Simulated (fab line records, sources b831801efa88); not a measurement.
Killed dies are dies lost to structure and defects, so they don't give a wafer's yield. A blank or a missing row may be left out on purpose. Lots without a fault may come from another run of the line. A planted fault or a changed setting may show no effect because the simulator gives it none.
fab line records | flow sky130
record lots=5 wafers=14 last_day=50
route steps=708 shown SD_P@327 RES_XHIGH@332 SD_N@342 SALICIDE@361 PAD_OPEN@708
lots that met no fault: from a run of the same line without faults
start_h: hours from the record's first day to the start of the lot's first wafer shown | wait_h: hours since the lot's step before | " the same as in the row above | L1.1+2: a row that stands for several wafers | - no value, or no start given | * or withheld: withheld | < > ~ a bound
route shown NAME@n: a module of which the file shows steps, and the number in the route of the first | usual: mean/standard deviation of fault-free wafers | same: alike in all rows | chamber/n: place in a boat | sites: the reading at each site | _std_site: their standard deviation | _edge_site: outer sites' mean less inner sites' | radius_mm: how far each site lies from the wafer's centre | mask NAME#n: copy n | behind: the tool/chamber that last shaped the wafer | hold: why the lot was held/for how many hours/how that ended | device: the transistor (n, p or np) that didn't switch | end of line: the same wafers' tests at the end of the route | a step without rows: its recipe alone | killed: dies lost to structure and defects at the first sort, not the wafer's yield | map: a wafer's dies, x killed, . not, _ none there
set.NAME: the setting as run; set.NAME@STEP: as run at that earlier step | model.NAME: the simulator's own value behind a step, which no gauge read
lots at some steps of the route; a table a step, a row a wafer
services: from which hour (start_h, from the record's first day; less than 0 if before it) a tool's chamber was out of use, for how many hours, and why
## steps
# step SKY_SD_P_CD_MEAS_07
# recipe target_cd_nm=380
# usual cd_nm=380.4/2.7
# columns lot.wafer tool chamber start_h wait_h cd_nm
L734.1 cd_sem-01 - 609.67 0.1 376.8
L734.4 " - " " 379.1
L734.5 " - " " 379.2
L739.4 cd_sem-02 - 644.81 0.1 378.9
L739.5 " - " " 378.9
L739.6 " - " " 378.5
L741.3 cd_sem-02 - 660.54 0.1 381.4
L741.4 " - " " 381.4
L741.6 " - " " 382.8
L743.1 cd_sem-02 - 680.42 0.1 380.2
L743.2 " - " " 377.8
L743.6 " - " " 379.3
L753.5 cd_sem-01 - 751.40 0.1 380.6
L753.6 " - " " 378.7
# step SKY_SD_P_OVL_MEAS_08
# usual SD_P_OVL=0.2/1.5
# columns lot.wafer tool chamber start_h wait_h SD_P_OVL[nm]
L734.1 overlay-01 - 609.79 0.1 1.0
L734.4 " - " " 1.6
L734.5 " - " " 0.9
L739.4 overlay-01 - 644.89 0.1 0.7
L739.5 " - " " 1.7
L739.6 " - " " 1.3
L741.3 overlay-01 - 660.64 0.1 0.7
L741.4 " - " " 2.8
L741.6 " - " " -1.2
L743.1 overlay-02 - 680.54 0.1 0.7
L743.2 " - " " -0.1
L743.6 " - " " 0.1
L753.5 overlay-01 - 751.47 0.0 -1.1
L753.6 " - " " -0.9
# step SKY_SD_P_IMPLANT_09
# recipe species=BF2 energy_kev=20 dose_cm2=3e+15 tilt_deg=0
# step SKY_SD_P_STRIP_10
# recipe chemistry=O2/N2 power_w=1400 pressure_mtorr=1500 platen_temp_c=withheld o2_flow_sccm=3000 n2_flow_sccm=300 overash_fraction=0.5
# usual drypump_motor_current_A=6.0/0.47 oes_product_au=0.617/0.0042 strip_time_to_endpoint_s=17.51/0.039
# columns lot.wafer tool chamber start_h wait_h drypump_motor_current_A oes_product_au rf_hours_counter_h strip_time_to_endpoint_s
L734.1 plasma_asher-03 0 609.98 0.1 6.3 0.619 78 17.55
L734.4 " 1 " " 6.5 0.614 - 17.54
L734.5 " 0 " " 6.3 0.614 - 17.51
L739.4 plasma_asher-04 1 645.09 0.1 5.2 0.617 - 17.57
L739.5 " 0 " " 6.3 0.619 - 17.53
L739.6 " 1 " " 5.2 0.626 - 17.55
L741.3 plasma_asher-04 1 660.84 0.1 5.2 0.616 - 17.53
L741.4 " 0 " " 6.3 0.616 - 17.48
L741.6 " 1 " " 5.2 0.622 - 17.52
L743.1 plasma_asher-03 0 680.73 0.1 6.2 0.617 85 17.46
L743.2 " 1 " " 6.5 0.620 85 17.52
L743.6 " 1 " " 6.5 0.611 - 17.52
L753.5 plasma_asher-04 1 751.70 0.1 5.2 0.616 - 17.45
L753.6 " 0 " " 6.3 0.615 - 17.41
# step SKY_SD_P_TW_MEAS_11
# usual SD_P_TW=2832/43
# columns lot.wafer tool chamber start_h wait_h SD_P_TW
L734.1 film_metro-01 - 610.08 0.1 2760
L734.4 " - " " 2790
L734.5 " - " " 2774
L739.4 film_metro-02 - 645.19 0.1 2838
L739.5 " - " " 2836
L739.6 " - " " 2834
L741.3 film_metro-04 - 660.93 0.1 2901
L741.4 " - " " 2898
L741.6 " - " " 2893
L743.1 film_metro-04 - 680.83 0.1 2891
L743.2 " - " " 2873
L743.6 " - " " 2868
L753.5 film_metro-01 - 751.77 0.0 2793
L753.6 " - " " 2782
# step SKY_RES_XHIGH_DEHYDRATE_00
# recipe temp_c=200 time_s=60
# step SKY_RES_XHIGH_HMDS_01
# recipe prime_time_s=60 prime_temp_c=120
# step SKY_RES_XHIGH_COAT_02
# recipe resist=NOVOLAK spin_rpm=3000 resist_thk_nm=1140
# step SKY_RES_XHIGH_SOFTBAKE_03
# recipe temp_c=90 time_s=60 resist=NOVOLAK
# step SKY_RES_XHIGH_EXPOSE_04
# recipe mask_id=URPM na=0.6 source_shape=conventional sigma_outer=0.6 polarization=unpolarized target_cd_nm=1270 dose_mj=140
# step SKY_RES_XHIGH_PEB_05
# recipe temp_c=withheld time_s=* resist=NOVOLAK
# step SKY_RES_XHIGH_DEVELOP_06
# recipe resist=NOVOLAK developer=TMAH develop_time_s=60 dev_temp_c=23
# step SKY_RES_XHIGH_IMPLANT_07
# recipe species=BF2 energy_kev=20 dose_cm2=3.6e+14 tilt_deg=0
# usual beam_energy_keV=20.001/0.0067 tilt_deg=-0.001/0.021
# columns lot.wafer tool chamber start_h wait_h beam_energy_keV tilt_deg
L734.1 implanter-01 0 639.31 0.1 19.998 -0.002
L734.4 " 0 " " 20.007 -0.008
L734.5 " 0 " " 20.006 -0.015
L739.4 implanter-04 0 673.28 0.1 20.007 0.033
L739.5 " 0 " " 20.001 0.004
L739.6 " 0 " " 19.997 0.004
L741.3 implanter-01 0 689.01 0.1 20.002 0.015
L741.4 " 0 " " 19.995 0.031
L741.6 " 0 " " 20.001 0.034
L743.1 implanter-01 0 709.11 0.1 19.988 0.026
L743.2 " 0 " " 20.001 0.025
L743.6 " 0 " " 19.986 0.037
L753.5 implanter-04 0 779.16 0.1 20.003 -0.006
L753.6 " 0 " " 20.005 -0.022
# step SKY_RES_XHIGH_STRIP_08
# recipe chemistry=O2/N2 power_w=1400 pressure_mtorr=1500 platen_temp_c=withheld o2_flow_sccm=3000 n2_flow_sccm=300 overash_fraction=0.5
# usual drypump_motor_current_A=5.9/0.45 oes_product_au=0.711/0.0046 strip_time_to_endpoint_s=14.28/0.038
# columns lot.wafer tool chamber start_h wait_h drypump_motor_current_A oes_product_au rf_hours_counter_h strip_time_to_endpoint_s
L734.1 plasma_asher-02 0 639.46 0.1 5.7 0.712 20 14.29
L734.4 " 0 " " 5.7 0.706 - 14.28
L734.5 " 0 " " 5.7 0.716 - 14.28
L739.4 plasma_asher-03 0 673.39 0.1 6.3 0.713 - 14.24
L739.5 " 0 " " 6.3 0.717 - 14.27
L739.6 " 1 " " 6.5 0.711 - 14.28
L741.3 plasma_asher-02 1 689.14 0.1 6.1 0.710 - 14.29
L741.4 " 0 " " 5.7 0.712 - 14.28
L741.6 " 0 " " 5.7 0.713 - 14.34
L743.1 plasma_asher-01 1 709.26 0.1 5.7 0.714 59 14.30
L743.2 " 0 " " 5.2 0.709 59 14.32
L743.6 " 1 " " 5.7 0.710 - 14.25
L753.5 plasma_asher-01 0 779.27 0.1 5.2 0.717 - 14.22
L753.6 " 1 " " 5.7 0.709 - 14.28
# step SKY_RES_XHIGH_TW_MEAS_09
# usual RES_XHIGH_TW=1635/28
# columns lot.wafer tool chamber start_h wait_h RES_XHIGH_TW
L734.1 film_metro-01 - 639.56 0.1 1612
L734.4 " - " " 1597
L734.5 " - " " 1603
L739.4 film_metro-01 - 673.48 0.1 1613
L739.5 " - " " 1610
L739.6 " - " " 1614
L741.3 film_metro-01 - 689.23 0.1 1612
L741.4 " - " " 1608
L741.6 " - " " 1618
L743.1 film_metro-01 - 709.36 0.1 1609
L743.2 " - " " 1599
L743.6 " - " " 1602
L753.5 film_metro-01 - 779.35 0.0 1523
L753.6 " - " " 1605
# step SKY_SD_N_DEHYDRATE_00
# recipe temp_c=200 time_s=60
# step SKY_SD_N_HMDS_01
# recipe prime_time_s=60 prime_temp_c=120
# step SKY_SD_N_COAT_02
# recipe resist=NOVOLAK spin_rpm=3000 resist_thk_nm=1140
# step SKY_SD_N_SOFTBAKE_03
# recipe temp_c=90 time_s=60 resist=NOVOLAK
# step SKY_SD_N_EXPOSE_04
# recipe mask_id=NSDM na=0.6 source_shape=conventional sigma_outer=0.6 polarization=unpolarized target_cd_nm=380 dose_mj=141
# step SKY_SD_N_PEB_05
# recipe temp_c=withheld time_s=* resist=NOVOLAK
# step SKY_SD_N_DEVELOP_06
# recipe resist=NOVOLAK developer=TMAH develop_time_s=60 dev_temp_c=23
# step SKY_SD_N_CD_MEAS_07
# recipe target_cd_nm=380
# usual cd_nm=379.8/2.4
# columns lot.wafer tool chamber start_h wait_h cd_nm
L734.1 cd_sem-02 - 668.57 0.1 384.9
L734.4 " - " " 387.2
L734.5 " - " " 383.8
L739.4 cd_sem-01 - 702.13 0.1 380.1
L739.5 " - " " 378.5
L739.6 " - " " 378.4
L741.3 cd_sem-01 - 717.11 0.1 378.2
L741.4 " - " " 376.8
L741.6 " - " " 375.5
L743.1 cd_sem-01 - 737.08 0.2 379.1
L743.2 " - " " 382.0
L743.6 " - " " 380.1
L753.5 cd_sem-01 - 804.92 0.1 382.5
L753.6 " - " " 382.2
# step SKY_SD_N_OVL_MEAS_08
# usual SD_N_OVL=0.5/1.4
# columns lot.wafer tool chamber start_h wait_h SD_N_OVL[nm]
L734.1 overlay-01 - 668.69 0.1 -2.0
L734.4 " - " " -0.7
L734.5 " - " " -2.0
L739.4 overlay-02 - 702.21 0.1 2.1
L739.5 " - " " 1.0
L739.6 " - " " 1.9
L741.3 overlay-01 - 717.21 0.1 0.8
L741.4 " - " " -0.3
L741.6 " - " " 1.0
L743.1 overlay-01 - 737.20 0.1 2.0
L743.2 " - " " 0.5
L743.6 " - " " 0.7
L753.5 overlay-02 - 804.99 0.0 0.4
L753.6 " - " " 0.3
# step SKY_SD_N_IMPLANT_09
# recipe species=As energy_kev=50 dose_cm2=4e+15 tilt_deg=0
# step SKY_SD_N_IMPLANT_10
# recipe species=P energy_kev=20 dose_cm2=1e+14 tilt_deg=0
# step SKY_SD_N_STRIP_11
# recipe chemistry=O2/N2 power_w=1400 pressure_mtorr=1500 platen_temp_c=withheld o2_flow_sccm=3000 n2_flow_sccm=300 overash_fraction=0.5
# usual drypump_motor_current_A=5.9/0.53 oes_product_au=0.528/0.0046 strip_time_to_endpoint_s=22.57/0.046
# columns lot.wafer tool chamber start_h wait_h drypump_motor_current_A oes_product_au rf_hours_counter_h strip_time_to_endpoint_s
L734.1 plasma_asher-03 1 669.03 0.1 6.5 0.522 84 22.52
L734.4 " 1 " " 6.5 0.531 - 22.49
L734.5 " 1 " " 6.5 0.525 - 22.53
L739.4 plasma_asher-01 1 702.56 0.1 5.7 0.530 - 22.60
L739.5 " 1 " " 5.7 0.526 - 22.62
L739.6 " 0 " " 5.2 0.525 - 22.57
L741.3 plasma_asher-01 1 717.56 0.1 5.7 0.529 - 22.64
L741.4 " 0 " " 5.2 0.531 - 22.62
L741.6 " 0 " " 5.2 0.529 - 22.66
L743.1 plasma_asher-03 0 737.54 0.1 6.3 0.529 92 22.55
L743.2 " 1 " " 6.5 0.532 92 22.58
L743.6 " 1 " " 6.5 0.526 - 22.57
L753.5 plasma_asher-04 1 805.36 0.1 5.1 0.525 - 22.56
L753.6 " 0 " " 6.3 0.536 - 22.50
# step SKY_SD_N_TW_MEAS_12
# usual SD_N_TW=4011/68
# columns lot.wafer tool chamber start_h wait_h SD_N_TW
L734.1 film_metro-01 - 669.13 0.1 3919
L734.4 " - " " 3906
L734.5 " - " " 3909
L739.4 film_metro-04 - 702.66 0.1 4094
L739.5 " - " " 4087
L739.6 " - " " 4076
L741.3 film_metro-01 - 717.65 0.1 3903
L741.4 " - " " 3909
L741.6 " - " " 3909
L743.1 film_metro-04 - 737.64 0.1 4061
L743.2 " - " " 4068
L743.6 " - " " 4052
L753.5 film_metro-04 - 805.44 0.0 4099
L753.6 " - " " 4108
# step SKY_SD_N_CLEAN_13
# recipe chemistry=SC1/SC2 mix=1:4:20 temp_c=70 time_s=150 dry=n2_spin
# step SKY_SD_N_RTA_14
# recipe temp_c=1075 time_s=2 idle_temp_c=650 ramp_up_c_per_s=150 ramp_down_c_per_s=90 ambient=N2
# usual lamp_power_pct=15.74/0.048 wafer_temp_C_max=1078.1/1.4
# columns lot.wafer tool chamber start_h wait_h lamp_power_pct wafer_temp_C_max
L734.1 rtp_anneal-02 0 669.24 0.0 15.76 1078.6
L734.4 " 0 " " 15.75 1078.9
L734.5 " 0 " " 15.71 1079.4
L739.4 rtp_anneal-01 0 702.77 0.0 15.78 1075.3
L739.5 " 0 " " 15.70 1077.5
L739.6 " 0 " " 15.69 1077.7
L741.3 rtp_anneal-02 0 717.76 0.0 15.70 1078.9
L741.4 " 0 " " 15.76 1078.4
L741.6 " 0 " " 15.72 1076.3
L743.1 rtp_anneal-02 0 737.75 0.0 15.85 1077.1
L743.2 " 0 " " 15.83 1078.3
L743.6 " 0 " " 15.65 1076.5
L753.5 rtp_anneal-02 0 805.55 0.0 15.68 1078.1
L753.6 " 0 " " 15.71 1077.4
# step SKY_SD_N_RS_MEAS_16
# recipe thk_meas_gauge=four-point-probe
# usual SD_N_RS=68.56/0.12
# columns lot.wafer tool chamber start_h wait_h SD_N_RS[ohm/sq]
L734.1 film_metro-04 - 669.41 0.1 68.60
L734.4 " - " " 68.47
L734.5 " - " " 68.38
L739.4 film_metro-01 - 702.97 0.1 68.48
L739.5 " - " " 68.59
L739.6 " - " " 68.70
L741.3 film_metro-01 - 717.95 0.1 68.79
L741.4 " - " " 68.61
L741.6 " - " " 68.75
L743.1 film_metro-02 - 737.92 0.1 68.55
L743.2 " - " " 68.33
L743.6 " - " " 68.43
L753.5 film_metro-02 - 805.77 0.1 68.45
L753.6 " - " " 68.53
# step SKY_SD_N_RS_MEAS_17
# recipe thk_meas_gauge=four-point-probe
# usual SD_P_RS=147.1/0.34
# columns lot.wafer tool chamber start_h wait_h SD_P_RS[ohm/sq]
L734.1 film_metro-04 - 669.53 0.1 147.8
L734.4 " - " " 147.1
L734.5 " - " " 147.1
L739.4 film_metro-01 - 703.09 0.1 146.4
L739.5 " - " " 147.1
L739.6 " - " " 147.3
L741.3 film_metro-01 - 718.07 0.1 147.9
L741.4 " - " " 147.7
L741.6 " - " " 147.8
L743.1 film_metro-02 - 738.04 0.1 147.2
L743.2 " - " " 147.4
L743.6 " - " " 147.2
L753.5 film_metro-02 - 805.89 0.1 147.2
L753.6 " - " " 147.3
# step SKY_SD_N_RS_MEAS_18
# recipe thk_meas_gauge=four-point-probe
# usual RES_XHIGH_RS=333.2/1.1
# columns lot.wafer tool chamber start_h wait_h RES_XHIGH_RS[ohm/sq]
L734.1 film_metro-04 - 669.65 0.1 334.9
L734.4 " - " " 334.4
L734.5 " - " " 334.4
L739.4 film_metro-01 - 703.21 0.1 333.0
L739.5 " - " " 333.1
L739.6 " - " " 333.6
L741.3 film_metro-01 - 718.19 0.1 334.4
L741.4 " - " " 334.2
L741.6 " - " " 333.1
L743.1 film_metro-02 - 738.16 0.1 333.1
L743.2 " - " " 332.1
L743.6 " - " " 333.0
L753.5 film_metro-02 - 806.01 0.1 380.8
L753.6 " - " " 334.1
# step SKY_SALICIDE_CLEAN_00
# recipe chemistry=HF-last time_s=30 dilution=100:1 dry=ipa_marangoni
# step SKY_PAD_OPEN_PROBE_99
# usual killed_at_M0_to_M3=43/6.7 killed_at_M4_up=3.2/2.1 killed_at_contacts=25/5.9 killed_at_front_end=16/4.7 killed_dies=87/9.8 killed_open=47/6.7 killed_short=40/6.5
# same gross_dies=492 killed_at_back_side=0 killed_at_other=0
# columns lot.wafer tool chamber start_h wait_h killed_at_M0_to_M3 killed_at_M4_up killed_at_contacts killed_at_front_end killed_dies killed_open killed_short
L734.1 prober-01 - 1096.91 0.1 54 0 36 15 105 58 46
L734.4 prober-01 - 1097.06 0.2 46 4 28 23 101 47 54
L734.5 prober-01 - 1097.11 0.2 53 2 30 25 110 49 59
L739.4 prober-02 - 1119.39 0.2 43 2 27 14 86 45 40
L739.5 prober-02 - 1119.44 0.2 39 4 22 24 89 42 44
L739.6 prober-02 - 1119.49 0.2 42 1 22 16 81 41 38
L741.3 prober-02 - 1130.38 0.2 42 6 40 19 107 59 48
L741.4 prober-02 - 1130.43 0.2 46 5 39 16 106 60 46
L741.6 prober-02 - 1130.53 0.2 46 2 27 16 91 51 40
L743.1 prober-02 - 1145.13 0.1 42 3 24 16 85 42 42
L743.2 prober-02 - 1145.18 0.1 42 1 17 18 78 48 30
L743.6 prober-02 - 1145.38 0.2 42 5 29 21 97 50 46
L753.5 prober-02 - 1189.05 0.2 24 3 19 12 58 40 18
L753.6 prober-02 - 1189.10 0.2 38 11 22 20 91 46 45
# killed by level:class
L734.1 LI_CONTACT:geometric_particle:open=9 CONTACT:geometric_particle:open=9 VIA1:geometric_particle:open=9 VIA2:geometric_particle:open=9 VIA3:geometric_particle:open=9 CONTACT:geometric_particle:short=8 LI_CONTACT:geometric_particle:short=6 METAL1:geometric_particle:short=6
L734.4 VIA3:geometric_particle:open=9 METAL2:geometric_particle:short=9 LI_CONTACT:geometric_particle:open=8 LI_CONTACT:geometric_particle:short=7 VIA1:geometric_particle:open=7 CONTACT:geometric_particle:open=6 VIA1:geometric_particle:short=6 METAL3:geometric_particle:short=6
L734.5 METAL1:geometric_particle:short=12 VIA2:geometric_particle:open=9 LI_CONTACT:geometric_particle:open=9 METAL2:geometric_particle:short=9 CONTACT:geometric_particle:open=8 LI_CONTACT:geometric_particle:short=8 POLY_GATE:geometric_particle:open=7 POLY_GATE:geometric_particle:short=7
L739.4 VIA1:geometric_particle:open=14 CONTACT:geometric_particle:short=10 METAL1:geometric_particle:short=9 LI_CONTACT:geometric_particle:open=8 CONTACT:geometric_particle:open=4 VIA3:geometric_particle:open=4 FIELD_ISO:geometric_particle:short=3 POLY_GATE:geometric_particle:short=3
L739.5 VIA1:geometric_particle:open=10 LI_CONTACT:geometric_particle:open=9 FIELD_ISO:geometric_particle:short=7 VIA3:geometric_particle:open=7 VIA1:geometric_particle:short=5 LI_CONTACT:geometric_particle:short=5 METAL1:geometric_particle:short=5 POLY_GATE:geometric_particle:short=4
L739.6 LI_CONTACT:geometric_particle:open=8 METAL1:geometric_particle:short=7 VIA1:geometric_particle:short=7 POLY_GATE:geometric_particle:open=6 VIA1:geometric_particle:open=6 VIA3:geometric_particle:open=6 CONTACT:geometric_particle:open=5 LOCAL_INTERCONNECT:geometric_particle:short=4
L741.3 CONTACT:geometric_particle:open=17 LI_CONTACT:geometric_particle:open=12 METAL1:geometric_particle:short=10 VIA1:geometric_particle:open=9 CONTACT:geometric_particle:short=6 FIELD_ISO:geometric_particle:short=5 FIELD_ISO:geometric_particle:open=4 POLY_GATE:geometric_particle:short=4
L741.4 LI_CONTACT:geometric_particle:open=15 CONTACT:geometric_particle:open=12 VIA1:geometric_particle:open=8 METAL1:geometric_particle:short=7 VIA3:geometric_particle:open=6 POLY_GATE:geometric_particle:short=5 CONTACT:geometric_particle:short=5 VIA1:geometric_particle:short=5
L741.6 LI_CONTACT:geometric_particle:open=9 METAL1:geometric_particle:short=9 CONTACT:geometric_particle:open=8 VIA1:geometric_particle:open=7 FIELD_ISO:geometric_particle:open=5 CONTACT:geometric_particle:short=5 METAL2:geometric_particle:short=5 VIA2:geometric_particle:open=5
L743.1 CONTACT:geometric_particle:open=9 VIA2:geometric_particle:open=9 CONTACT:geometric_particle:short=7 METAL2:geometric_particle:short=7 VIA1:geometric_particle:short=6 VIA3:geometric_particle:open=6 POLY_GATE:geometric_particle:short=5 LI_CONTACT:geometric_particle:open=5
L743.2 VIA1:geometric_particle:open=10 VIA2:geometric_particle:open=8 VIA1:geometric_particle:short=7 FIELD_ISO:geometric_particle:open=6 VIA3:geometric_particle:open=6 FIELD_ISO:geometric_particle:short=5 LI_CONTACT:geometric_particle:open=5 CONTACT:geometric_particle:open=5
L743.6 VIA1:geometric_particle:open=15 METAL2:geometric_particle:short=9 CONTACT:geometric_particle:open=8 VIA2:geometric_particle:open=7 FIELD_ISO:geometric_particle:short=6 LI_CONTACT:geometric_particle:open=6 CONTACT:geometric_particle:short=6 LOCAL_INTERCONNECT:geometric_particle:short=5
L753.5 LI_CONTACT:geometric_particle:open=12 VIA1:geometric_particle:open=7 CONTACT:geometric_particle:open=6 FIELD_ISO:geometric_particle:open=3 POLY_GATE:geometric_particle:short=3 POLY_GATE:geometric_particle:open=3 VIA2:geometric_particle:open=3 METAL1:geometric_particle:short=3
L753.6 CONTACT:geometric_particle:open=10 VIA1:geometric_particle:open=10 METAL2:geometric_particle:short=8 METAL4:geometric_particle:short=7 FIELD_ISO:geometric_particle:open=6 POLY_GATE:geometric_particle:short=5 POLY_GATE:geometric_particle:open=5 FIELD_ISO:geometric_particle:short=4
## services
# columns tool chamber start_h hours kind
implanter-04 - 590.91 1.6 repair
implanter-01 - 607.07 4.1 repair
plasma_asher-01 - 622.72 1.8 repair
implanter-01 - 656.12 3.2 pm
implanter-04 - 656.32 5.9 repair
plasma_asher-04 - 659.00 1.8 repair
plasma_asher-04 - 683.71 37.8 repair
rtp_anneal-02 - 705.37 5.2 pm
plasma_asher-04 - 733.75 9.0 pm
plasma_asher-04 0 733.75 9.0 vent_cycle
plasma_asher-04 1 733.75 9.0 vent_cycle
plasma_asher-04 0 742.75 - clean
plasma_asher-04 1 742.75 - clean
plasma_asher-01 - 755.24 1.5 repair
plasma_asher-03 - 766.98 2.8 pm
plasma_asher-04 - 767.32 0.8 repair
plasma_asher-04 - 777.62 2.9 repair
## key
first_sign step=SKY_RES_XHIGH_TW_MEAS_09 reading=RES_XHIGH_TW direction=down sigmas=4 usual=1635 struck=1523
effect step=SKY_SD_N_RS_MEAS_18 reading=RES_XHIGH_RS direction=up sigmas=45 usual=333.2 struck=380.8
met_at SKY_RES_XHIGH_IMPLANT_07
struck_wafers L753.5
tester_left_out L753
onset_between 673.28 779.16
fault kind=process_parameter_drift tool=implanter-04 chamber=- onset_h=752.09 steps=SKY_RES_XHIGH_IMPLANT_07 channel=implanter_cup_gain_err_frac offset=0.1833 shape=step end_h=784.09 scope=struck_wafers_only
# tester_left_out: of these lots the tester's yield and bins aren't shown, on N5 and GAA mostly nor the transistor test; their killed dies are dies lost to structure and defects alone, not to doping, threshold or leakage, so they don't give the yield
